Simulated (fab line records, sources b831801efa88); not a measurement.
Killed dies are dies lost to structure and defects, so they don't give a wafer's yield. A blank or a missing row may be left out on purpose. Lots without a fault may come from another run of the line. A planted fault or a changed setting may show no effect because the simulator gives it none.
Which tool did it? | flow sky130 | 13 lots, 39 wafers sampled, at 4 steps of a route of 708

WHAT THE GAUGES READ, wafer by wafer
SKY_VIA3_THK_MEAS_23: measures by xrf. Usual: VIA3_W_THK 392 nm, standard deviation 6.4.
lot  | measured     | on            | VIA3_W_THK (nm) | flag
L598 | day 39 19:22 | film_metro-03 | 389 382 385     |
L599 | day 40 03:19 | film_metro-04 | 389 394 389     |
L601 | day 40 11:11 | film_metro-04 | 385 387 391     |
L602 | day 40 23:24 | film_metro-03 | 384 385 379     |
L603 | day 41 01:09 | film_metro-04 | 391 397 392     |
L604 | day 41 10:50 | film_metro-02 | 391 395 391     |
L605 | day 41 21:42 | film_metro-02 | 395 397 392     |
L607 | day 42 10:05 | film_metro-02 | 391 393 394     |
L609 | day 43 02:42 | film_metro-04 | 400 404 400     |
L610 | day 43 06:05 | film_metro-02 | 400 408 409     |
L611 | day 43 11:29 | film_metro-04 | 394 385 391     |
L619 | day 45 20:46 | film_metro-03 | 392 392 388     |
L620 | day 45 23:08 | film_metro-02 | 399 395 394     |

SKY_CAP2M_THK_MEAS_01. Usual: CAP2M_CVD_00_THK 15.43 nm, standard deviation 0.22.
lot  | measured     | on            | CAP2M_CVD_00_THK (nm) | flag
L598 | day 39 19:54 | film_metro-03 | 15.50 15.50 15.58     |
L599 | day 40 03:50 | film_metro-04 | 15.09 15.28 15.63     |
L601 | day 40 11:53 | film_metro-03 | 15.13 15.43 15.81     |
L602 | day 40 23:56 | film_metro-01 | 15.07 15.38 15.34     |
L603 | day 41 01:41 | film_metro-03 | 15.51 15.50 15.64     |
L604 | day 41 11:22 | film_metro-01 | 15.29 15.74 15.41     |
L605 | day 41 22:16 | film_metro-04 | 15.22 15.70 15.43     |
L607 | day 42 10:38 | film_metro-03 | 15.55 15.89 15.64     |
L609 | day 43 03:15 | film_metro-01 | 15.15 15.53 15.26     |
L610 | day 43 06:38 | film_metro-04 | 15.56 15.72 15.43     |
L611 | day 43 12:02 | film_metro-03 | 15.90 15.71 15.93     |
L619 | day 45 21:18 | film_metro-03 | 15.25 15.38 15.47     |
L620 | day 45 23:40 | film_metro-01 | 15.08 15.54 15.62     |

WHICH TOOL RAN EACH LOT (tool, then ch and the chambers of the sampled wafers, then the start)
lot  | SKY_SONOS_ONO_CVD_04        | SKY_METAL4_SPUTTER_01
L598 | lpcvd-03 ch 0, day 11 16:49 | pvd_sputter-03, day 39 19:44
L599 | lpcvd-03 ch 1, day 11 21:36 | pvd_sputter-03, day 40 03:41
L601 | lpcvd-03 ch 1, day 12 08:54 | pvd_sputter-02, day 40 11:44
L602 | lpcvd-03 ch 0, day 12 20:35 | pvd_sputter-03, day 40 23:47
L603 | lpcvd-03 ch 1, day 13 05:24 | pvd_sputter-04, day 41 01:31
L604 | lpcvd-03 ch 0, day 13 10:15 | pvd_sputter-04, day 41 11:13
L605 | lpcvd-03 ch 0, day 13 20:32 | pvd_sputter-03, day 41 22:05
L607 | lpcvd-03 ch 0, day 14 09:51 | pvd_sputter-03, day 42 10:28
L609 | lpcvd-03 ch 1, day 15 01:40 | pvd_sputter-04, day 43 03:04
L610 | lpcvd-03 ch 1, day 15 11:37 | pvd_sputter-02, day 43 06:28
L611 | lpcvd-03 ch 1, day 15 17:01 | pvd_sputter-04, day 43 11:52
L619 | lpcvd-03 ch 0, day 18 16:28 | pvd_sputter-02, day 45 21:07
L620 | lpcvd-03 ch 0, day 19 03:14 | pvd_sputter-03, day 45 23:31
- SKY_SONOS_ONO_CVD_04: deposits SiO2 from SiH4/N2O, target thk 5.7199 nm.
- SKY_METAL4_SPUTTER_01: material TiN, target thk 20 nm, time 16.7 s.

WHAT THE TOOLS THEMSELVES READ (means of the sampled wafers that have a number; where no wafer has one, the mark that the record gives instead)
SKY_SONOS_ONO_CVD_04. Usual: spike_tc_centre_C 900.3 C, standard deviation 0.9; susceptor_temp_C 900.0 C, standard deviation 0.34.
lot  | tool     | spike_tc_centre_C (C) | susceptor_temp_C (C) | flag
L598 | lpcvd-03 | 899.9                 | 899.9                |
L599 | lpcvd-03 | 900.4                 | 900.5                |
L601 | lpcvd-03 | 900.5                 | 900.0                |
L602 | lpcvd-03 | 900.7                 | 899.7                |
L603 | lpcvd-03 | 900.1                 | 899.9                |
L604 | lpcvd-03 | 899.4                 | 900.2                |
L605 | lpcvd-03 | 900.4                 | 900.0                |
L607 | lpcvd-03 | 900.8                 | 900.1                |
L609 | lpcvd-03 | 899.6                 | 899.5                |
L610 | lpcvd-03 | 901.1                 | 899.9                |
L611 | lpcvd-03 | 900.7                 | 899.7                |
L619 | lpcvd-03 | 900.8                 | 899.9                |
L620 | lpcvd-03 | 900.0                 | 900.3                |

SKY_METAL4_SPUTTER_01. Usual: throttle_valve_pct 30.3 %, standard deviation 0.67.
lot  | tool           | throttle_valve_pct (%) | flag
L598 | pvd_sputter-03 | 31.1                   |
L599 | pvd_sputter-03 | 30.4                   |
L601 | pvd_sputter-02 | 30.1                   |
L602 | pvd_sputter-03 | 30.6                   |
L603 | pvd_sputter-04 | 29.5                   |
L604 | pvd_sputter-04 | 30.0                   |
L605 | pvd_sputter-03 | 30.6                   |
L607 | pvd_sputter-03 | 31.2                   |
L609 | pvd_sputter-04 | 30.4                   |
L610 | pvd_sputter-02 | 30.0                   |
L611 | pvd_sputter-04 | 30.6                   |
L619 | pvd_sputter-02 | 29.9                   |
L620 | pvd_sputter-03 | 31.1                   |

THE ANSWER, worked out from the rows above alone
Rule: a lot is off if the mean of its wafers that have a number lies more than 3 standard deviations from the usual mean. A lot without any number at a reading at which 4 lots or more have one is off too. The other lots that the step has rows for count as sound. The gauges are gone through in route order, then the tools' own readings, and for those a lot's mean is taken as printed above. The first step at which some lot is off is used, and at that step the reading that is off furthest; a lot without a number counts as furthest.
No lot is off at any reading shown: from this, nothing can be told.

WHAT THE SIMULATOR HAD PUT IN
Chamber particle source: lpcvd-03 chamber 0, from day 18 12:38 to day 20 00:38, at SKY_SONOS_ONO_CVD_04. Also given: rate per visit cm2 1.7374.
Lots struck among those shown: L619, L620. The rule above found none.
